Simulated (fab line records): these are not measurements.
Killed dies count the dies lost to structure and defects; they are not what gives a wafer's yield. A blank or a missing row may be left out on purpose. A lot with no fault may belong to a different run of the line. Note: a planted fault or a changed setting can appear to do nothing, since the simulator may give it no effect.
fab line records    flow sfqLine
record lots=15  wafers=45  lastDay=94
route steps=325 shown I5@235 C5@249 M6@264 M7@282
lots with no fault: from the same line, run without faults
startH: hours from the record's opening day to when the first of the lot's shown wafers began    waitH: hours since the lot's step before    " unchanged from the row above    L1.1+2: several wafers, shown together as one row    - no value, or no start given    * or withheld: withheld    < > ~ a bound
route shown NAME@n: a module of which the file shows steps, and the number in the route of the first    usual: mean/standard deviation taken from wafers without a fault    same: alike in all rows    chamber/n: place in a boat    sites: per-site readings    _std_site: how widely they spread, as a standard deviation    _edge_site: the outer-site mean with the inner-site mean subtracted    radiusMm: for every site, how far away it sits from the centre of the wafer    mask NAME#n: copy n    behind: the most recent tool/chamber to have shaped the wafer    hold: the reason the lot was held/the length of the hold in hours/how it ended    device: transistor that didn't switch, given as n, p or np    end of line: tests of these same wafers at the route's end    step lacking rows: just its recipe    killed: at the first sort, the dies lost to defects and structure; wafer yield is something else    map: shows each die of a wafer: x if killed, . if not, _ if none is there
set.NAME: the setting as run; set.NAME@STEP: as run at that earlier step    model.NAME: the simulator's own value behind a step, which no gauge read
route steps across a sampled set of lots; one table per step, one row per wafer
services: from which hour (startH, from the record's first day; less than 0 if before it) a tool's chamber was out of use, for how many hours, and why
## steps
# step SFQ_I5_OVL_MEAS_936
# usual I5_OVL=-1/5.1
lot.wafer  tool        chamber  startH   waitH  I5_OVL[nm]
L999.3     overlay-01  -        1561.66  0.1    -10
L999.4     "           -        "        "      -1
L999.6     "           -        "        "      -4
L100.1     overlay-01  -        1567.94  0.1    1
L100.3     "           -        "        "      -3
L100.4     "           -        "        "      -5
L102.1     overlay-02  -        1587.92  0.1    -4
L102.2     "           -        "        "      -4
L102.3     "           -        "        "      -6
L103.2     overlay-01  -        1591.52  0.1    -5
L103.3     "           -        "        "      -8
L103.4     "           -        "        "      1
L104.2     overlay-01  -        1604.90  0.1    -5
L104.3     "           -        "        "      -6
L104.5     "           -        "        "      -10
L105.1     overlay-01  -        1606.10  0.1    -7
L105.4     "           -        "        "      2
L105.6     "           -        "        "      -11
L106.2     overlay-01  -        1697.27  0.1    5
L106.5     "           -        "        "      4
L106.6     "           -        "        "      1
L108.2     overlay-02  -        1726.00  0.1    -4
L108.3     "           -        "        "      -6
L108.4     "           -        "        "      -5
L111.1     overlay-02  -        1734.39  0.1    5
L111.2     "           -        "        "      5
L111.5     "           -        "        "      8
L114.4     overlay-02  -        1744.14  0.1    7
L114.5     "           -        "        "      1
L114.6     "           -        "        "      1
L115.1     overlay-02  -        1746.52  0.1    -10
L115.2     "           -        "        "      -12
L115.6     "           -        "        "      -10
L117.2     overlay-02  -        1750.12  0.1    -2
L117.3     "           -        "        "      1
L117.5     "           -        "        "      -1
L118.2     overlay-02  -        1752.52  0.1    1
L118.4     "           -        "        "      5
L118.6     "           -        "        "      -4
L119.1     overlay-02  -        1754.92  0.1    -1
L119.2     "           -        "        "      -2
L119.3     "           -        "        "      0
L120.1     overlay-02  -        1758.64  0.1    -2
L120.2     "           -        "        "      1
L120.4     "           -        "        "      -3
# step SFQ_TRILAYER_C5_STRIP_STRIP_155
# recipe gas=O2  powerW=200  platenTempC=40  overashFraction=0.65  chemistry=O2  pressureMtorr=50
# usual drypumpMotorCurrentA=5.8/0.39  oesProductAu=1.005/0.014  overashFraction=0.65/0
lot.wafer  tool         chamber  startH   waitH  drypumpMotorCurrentA  oesProductAu  overashFraction  rfHoursCounterH
L999.3     rieMetal-04  1        1661.59  -      5.7                   1.023         0.65             -
L999.4     "            0        "        "      6.2                   0.993         0.65             -
L999.6     "            0        "        "      6.2                   1.006         0.65             -
L100.1     rieMetal-04  1        1668.59  -      5.7                   1.011         0.65             107
L100.3     "            0        "        "      6.2                   0.994         0.65             -
L100.4     "            1        "        "      5.7                   1.017         0.65             -
L102.1     rieMetal-04  0        1671.12  -      6.1                   1.010         0.65             42
L102.2     "            1        "        "      5.7                   1.021         0.65             107
L102.3     "            1        "        "      5.7                   1.021         0.65             -
L103.2     rieMetal-01  0        1672.32  -      5.0                   0.993         0.65             5
L103.3     "            1        "        "      5.6                   1.028         0.65             -
L103.4     "            0        "        "      5.0                   1.001         0.65             -
L104.2     rieMetal-02  1        1674.52  -      5.9                   1.020         0.65             94
L104.3     "            0        "        "      6.3                   0.995         0.65             -
L104.5     "            0        "        "      6.4                   0.996         0.65             -
L105.1     rieMetal-04  0        1675.72  -      6.1                   1.000         0.65             42
L105.4     "            0        "        "      6.2                   0.996         0.65             -
L105.6     "            0        "        "      6.2                   1.001         0.65             -
L106.2     rieMetal-04  0        1710.52  -      6.2                   0.989         0.65             49
L106.5     "            1        "        "      5.7                   1.019         0.65             -
L106.6     "            0        "        "      6.2                   0.996         0.65             -
L108.2     rieMetal-04  0        1729.37  -      6.2                   0.995         0.65             52
L108.3     "            0        "        "      6.1                   0.992         0.65             -
L108.4     "            1        "        "      5.7                   1.016         0.65             -
L111.1     rieMetal-01  1        1737.83  -      5.6                   1.035         0.65             82
L111.2     "            0        "        "      5.0                   0.996         0.65             17
L111.5     "            1        "        "      5.6                   1.020         0.65             -
L114.4     rieMetal-02  0        1774.82  -      6.3                   0.978         0.65             -
L114.5     "            1        "        "      5.9                   0.999         0.65             -
L114.6     "            0        "        "      6.3                   0.989         0.65             -
L115.1     rieMetal-01  1        1807.14  -      5.6                   1.016         0.65             89
L115.2     "            0        "        "      5.0                   0.988         0.65             24
L115.6     "            0        "        "      5.0                   0.991         0.65             -
L117.2     rieMetal-04  1        1862.57  -      5.7                   1.007         0.65             15
L117.3     "            0        "        "      6.2                   0.996         0.65             -
L117.5     "            1        "        "      5.7                   1.010         0.65             -
L118.2     rieMetal-02  1        1864.97  -      5.8                   1.018         0.65             121
L118.4     "            0        "        "      6.3                   0.987         0.65             -
L118.6     "            1        "        "      5.8                   1.013         0.65             -
L119.1     rieMetal-04  1        1866.64  -      5.7                   1.008         0.65             15
L119.2     "            0        "        "      6.2                   0.984         0.65             68
L119.3     "            0        "        "      6.2                   0.993         0.65             -
L120.1     rieMetal-02  1        1869.04  -      5.9                   1.027         0.65             122
L120.2     "            0        "        "      6.3                   0.987         0.65             106
L120.4     "            1        "        "      5.8                   1.018         0.65             -
# step SFQ_TRILAYER_M6_STRIP_STRIP_163
# recipe gas=O2  powerW=200  platenTempC=40  overashFraction=0.65  chemistry=O2  pressureMtorr=50
# usual drypumpMotorCurrentA=5.9/0.52  oesProductAu=1.002/0.014  overashFraction=0.65/0
lot.wafer  tool         chamber  startH   waitH  drypumpMotorCurrentA  oesProductAu  overashFraction  rfHoursCounterH
L999.3     rieMetal-04  1        1772.39  0.2    5.6                   1.022         0.65             -
L999.4     "            0        "        "      6.1                   1.003         0.65             -
L999.6     "            0        "        "      6.2                   0.983         0.65             -
L100.1     rieMetal-02  1        1779.51  0.1    5.9                   0.998         0.65             110
L100.3     "            1        "        "      5.9                   0.991         0.65             -
L100.4     "            0        "        "      6.3                   0.987         0.65             -
L102.1     rieMetal-04  0        1782.10  0.2    6.2                   0.988         0.65             58
L102.2     "            0        "        "      6.2                   0.997         0.65             -
L102.3     "            0        "        "      6.2                   1.003         0.65             -
L103.2     rieMetal-02  1        1784.31  0.1    5.8                   1.001         0.65             110
L103.3     "            1        "        "      5.9                   1.006         0.65             -
L103.4     "            0        "        "      6.3                   0.986         0.65             -
L104.2     rieMetal-03  0        1785.51  0.1    5.1                   0.989         0.65             103
L104.3     "            1        "        "      6.5                   1.021         0.65             -
L104.5     "            1        "        "      6.5                   1.030         0.65             -
L105.1     rieMetal-04  0        1786.90  0.2    6.1                   0.988         0.65             59
L105.4     "            0        "        "      6.2                   1.000         0.65             -
L105.6     "            0        "        "      6.2                   0.996         0.65             -
L106.2     rieMetal-04  1        1824.42  0.4    5.7                   1.010         0.65             -
L106.5     "            1        "        "      5.7                   1.009         0.65             -
L106.6     "            1        "        "      5.7                   1.011         0.65             -
L108.2     rieMetal-04  1        1853.07  0.1    5.7                   1.022         0.39             12
L108.3     "            0        "        "      6.1                   1.007         0.65             -
L108.4     "            1        "        "      5.7                   1.021         0.39             -
L111.1     rieMetal-04  0        1856.80  0.1    6.2                   1.014         0.65             66
L111.2     "            1        "        "      5.7                   1.018         0.39             13
L111.5     "            0        "        "      6.1                   1.005         0.65             -
L114.4     rieMetal-04  1        1860.60  0.2    5.7                   1.011         0.39             -
L114.5     "            0        "        "      6.2                   0.999         0.65             -
L114.6     "            1        "        "      5.7                   1.001         0.39             -
L115.1     rieMetal-02  1        1861.60  0.1    5.8                   1.012         0.65             121
L115.2     "            0        "        "      6.3                   0.995         0.65             105
L115.6     "            1        "        "      5.8                   1.012         0.65             -
L117.2     rieMetal-03  1        1964.21  0.1    6.5                   0.997         0.65             10
L117.3     "            1        "        "      6.5                   1.006         0.65             -
L117.5     "            1        "        "      6.5                   1.004         0.65             -
L118.2     rieMetal-02  0        1967.00  0.4    6.3                   0.993         0.65             -
L118.4     "            0        "        "      6.3                   0.991         0.65             -
L118.6     "            0        "        "      6.3                   0.985         0.65             -
L119.1     rieMetal-02  0        1970.52  0.3    6.3                   0.997         0.65             119
L119.2     "            0        "        "      6.3                   0.993         0.65             -
L119.3     "            0        "        "      6.3                   0.989         0.65             -
L120.1     rieMetal-02  0        1974.00  0.2    6.3                   0.993         0.65             120
L120.2     "            0        "        "      6.3                   0.990         0.65             -
L120.4     "            0        "        "      6.3                   0.989         0.65             -
# step SFQ_TRILAYER_M7_DEP_SPUTTER_175
# recipe material=Nb  basePressurePa=1.33e-06  chamberPressurePa=0.1333  substrateTempC=20  targetThkNm=200  powerW=2000  timeS=133.3
# usual throttleValvePct=29.3/0.91
lot.wafer  tool           chamber  startH   waitH  throttleValvePct
L999.3     pvdSputter-06  -        1838.27  0.0    30.6
L999.4     "              -        "        "      29.5
L999.6     "              -        "        "      30.4
L100.1     pvdSputter-05  -        1839.21  0.0    27.7
L100.3     "              -        "        "      27.6
L100.4     "              -        "        "      29.6
L102.1     pvdSputter-05  -        1841.61  0.0    27.7
L102.2     "              -        "        "      28.1
L102.3     "              -        "        "      29.5
L103.2     pvdSputter-05  -        1842.81  0.0    27.8
L103.3     "              -        "        "      27.7
L103.4     "              -        "        "      28.3
L104.2     pvdSputter-04  -        1844.01  0.0    29.9
L104.3     "              -        "        "      29.8
L104.5     "              -        "        "      29.9
L105.1     pvdSputter-05  -        1845.21  0.0    27.4
L105.4     "              -        "        "      28.4
L105.6     "              -        "        "      29.5
L106.2     pvdSputter-06  -        1925.23  0.0    29.3
L106.5     "              -        "        "      30.4
L106.6     "              -        "        "      29.9
L108.2     pvdSputter-06  -        1960.19  0.0    29.9
L108.3     "              -        "        "      29.7
L108.4     "              -        "        "      30.2
L111.1     pvdSputter-06  -        1969.79  0.0    29.7
L111.2     "              -        "        "      30.4
L111.5     "              -        "        "      29.8
L114.4     pvdSputter-04  -        1986.71  0.0    29.2
L114.5     "              -        "        "      29.9
L114.6     "              -        "        "      30.0
L115.1     pvdSputter-06  -        1989.11  0.0    29.0
L115.2     "              -        "        "      29.5
L115.6     "              -        "        "      29.6
L117.2     pvdSputter-04  -        2078.04  0.0    30.2
L117.3     "              -        "        "      29.6
L117.5     "              -        "        "      29.9
L118.2     pvdSputter-06  -        2081.64  0.0    30.5
L118.4     "              -        "        "      29.8
L118.6     "              -        "        "      29.7
L119.1     pvdSputter-05  -        2086.44  0.0    29.8
L119.2     "              -        "        "      27.3
L119.3     "              -        "        "      27.7
L120.1     pvdSputter-04  -        2091.15  0.0    29.1
L120.2     "              -        "        "      29.9
L120.4     "              -        "        "      29.8
## services
tool           chamber  startH   hours  kind
rieMetal-01    0        1643.45  5.8    repair
pvdSputter-04  -        1673.22  0.8    repair
rieMetal-01    1        1689.12  1.5    repair
pvdSputter-04  -        1737.27  3.6    repair
pvdSputter-04  -        1773.15  4.2    repair
pvdSputter-04  -        1790.91  2.0    repair
pvdSputter-05  -        1814.52  4.7    repair
rieMetal-04    0        1818.42  28.3   repair
rieMetal-02    1        1824.40  6.9    repair
rieMetal-01    -        1824.43  1.4    pm
pvdSputter-06  -        1842.71  4.8    repair
pvdSputter-04  -        1874.73  4.6    repair
rieMetal-01    -        1920.28  2.8    pm
pvdSputter-04  -        1925.91  4.7    repair
pvdSputter-05  -        1942.40  0.6    repair
pvdSputter-06  -        1954.48  1.3    repair
pvdSputter-06  -        1974.78  0.8    repair
rieMetal-04    0        1990.47  28.4   repair
rieMetal-01    -        2001.31  1.2    repair
pvdSputter-04  -        2001.57  4.7    repair
pvdSputter-04  -        2022.28  2.2    repair
rieMetal-04    -        2040.55  1.4    pm
pvdSputter-06  -        2059.79  17.2   repair
rieMetal-04    -        2067.20  1.5    repair
## key
firstSign step=SFQ_TRILAYER_M6_STRIP_STRIP_163  reading=overashFraction  direction=down  sigmas=99+  usual=0.65  struck=0.39
effect none on later readings
metAt SFQ_TRILAYER_M6_STRIP_STRIP_163
struckLots L108,L111,L114
struckWafers L108.2,L108.4,L111.2,L114.4,L114.6
notActingAt SFQ_I5_OVL_MEAS_936,SFQ_TRILAYER_C5_STRIP_STRIP_155,SFQ_TRILAYER_M7_DEP_SPUTTER_175
onsetBetween 1824.42 1853.07
fault kind=processParameterDrift  tool=rieMetal-04  chamber=1  onsetH=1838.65  steps=SFQ_TRILAYER_M6_STRIP_STRIP_163  channel=overashFraction  offset=-0.26  shape=step  endH=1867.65  actsIn=theseRecipesOnly  stated=0.65
